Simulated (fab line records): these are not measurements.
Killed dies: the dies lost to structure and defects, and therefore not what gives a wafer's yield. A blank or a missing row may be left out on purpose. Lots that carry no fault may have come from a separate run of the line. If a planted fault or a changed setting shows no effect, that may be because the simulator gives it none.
Which tool did it? ; flow sky130 ; 13 lots, 39 wafers sampled, at 3 steps of a route of 708

== WHAT THE GAUGES SHOWED, per wafer ==
SKY_PWDE_OVL_MEAS_07. Usual: PWDE_OVL typically reads -0.2 nm, with standard deviation 1.2.
lot;measured;on;PWDE_OVL (nm);flag
L186;day 3 19:13;overlay-01;-0.4 -2.5 -2.4;
L187;day 4 00:58;overlay-01;-1.6 -1.5 -1.0;
L188;day 4 06:43;overlay-02;0.6 0.9 0.9;
L189;day 4 10:20;overlay-02;-0.3 0.3 1.0;
L190;day 4 16:46;overlay-02;-1.5 -0.6 1.3;
L191;day 5 03:16;overlay-01;-1.1 1.4 0.5;
L196;day 6 12:04;overlay-01;-0.3 0.3 0.4;
L197;day 6 14:04;overlay-02;1.4 1.0 0.8;
L200;day 7 05:58;overlay-02;-1.4 0.4 -1.0;
L202;day 7 15:38;overlay-02;2.0 -1.0 0.8;
L207;day 8 18:41;overlay-01;-0.5 1.3 -0.1;
L208;day 9 00:16;overlay-01;-1.9 -0.5 -1.1;
L209;day 9 06:34;overlay-02;-0.9 -1.1 -1.9;

SKY_NWELL_OVL_MEAS_10. Usual: NWELL_00_OVL typically reads -0.3 nm, with standard deviation 1.3.
lot;measured;on;NWELL_00_OVL (nm);flag
L186;day 4 12:23;overlay-01;-1.1 -0.3 -1.4;
L187;day 4 17:07;overlay-02;0.1 1.5 1.8;
L188;day 4 23:49;overlay-02;0.1 0.4 0.6;
L189;day 5 03:20;overlay-02;-1.3 -2.4 -0.6;
L190;day 5 09:53;overlay-02;1.4 2.9 -0.5;
L191;day 5 21:20;overlay-02;1.2 0.2 -0.4;
L196;day 7 07:41;overlay-02;-1.0 0.5 1.0;
L197;day 7 09:18;overlay-02;0.6 -0.2 1.4;
L200;day 8 01:34;overlay-02;-1.7 0.3 -0.9;
L202;day 8 11:52;overlay-02;1.2 -0.4 0.3;
L207;day 9 16:52;overlay-02;-2.3 -1.7 -0.2;
L208;day 9 21:20;overlay-02;0.0 2.3 2.5;
L209;day 10 05:04;overlay-02;-2.2 -2.5 -1.3;

SKY_VT_ADJUST_HVTP_CD_MEAS_07: target cd 380 nm. Usual: cd-nm at 380.1 nm, with a standard deviation of 2.4.
lot;measured;on;cd-nm (nm);flag
L186;day 6 01:01;cd-sem-01;379.8 383.3 381.6;
L187;day 6 04:55;cd-sem-01;378.8 379.9 379.7;
L188;day 6 12:25;cd-sem-02;378.8 376.3 377.5;
L189;day 6 16:44;cd-sem-01;378.5 380.2 380.4;
L190;day 6 23:32;cd-sem-01;382.4 382.1 382.2;
L191;day 7 11:41;cd-sem-02;377.6 376.6 378.0;
L196;day 9 02:05;cd-sem-01;377.5 377.1 375.2;
L197;day 9 04:04;cd-sem-01;381.7 380.1 380.2;
L200;day 9 19:34;cd-sem-01;382.0 378.7 379.1;
L202;day 10 07:34;cd-sem-01;384.7 381.1 381.6;
L207;day 11 15:01;cd-sem-01;378.7 375.1 377.9;
L208;day 11 19:29;cd-sem-01;379.4 378.9 380.0;
L209;day 12 05:13;cd-sem-01;378.7 378.1 378.6;

== WHAT TOOL EACH LOT RAN ON (gives the tool, then ch and the chambers of the sampled wafers, and finally the start) ==
No process step before these readings appears in the record.

== AS READ BY THE TOOLS THEMSELVES (means over the sampled wafers that have a number; for cases with no such wafer, the mark the record gives instead) ==
The record holds no such reading with a usual standard deviation.

== THE ANSWER, worked out from the rows above alone ==
Rule: lot off if the mean of its wafers having a number is beyond 3 standard deviations from the usual mean. A lot without any number at a reading at which 4 lots or more have one is off too. The other lots that the step has rows for count as sound. First the gauges in route order, then the tools' own readings, where a lot's mean is used as printed above. At the first step where some lot is off, the reading lying furthest off is the one used; lots without a number count as furthest.
No lot is off on any of the readings shown, so nothing can be concluded from this.

== WHAT THE SIMULATOR PUT IN ==
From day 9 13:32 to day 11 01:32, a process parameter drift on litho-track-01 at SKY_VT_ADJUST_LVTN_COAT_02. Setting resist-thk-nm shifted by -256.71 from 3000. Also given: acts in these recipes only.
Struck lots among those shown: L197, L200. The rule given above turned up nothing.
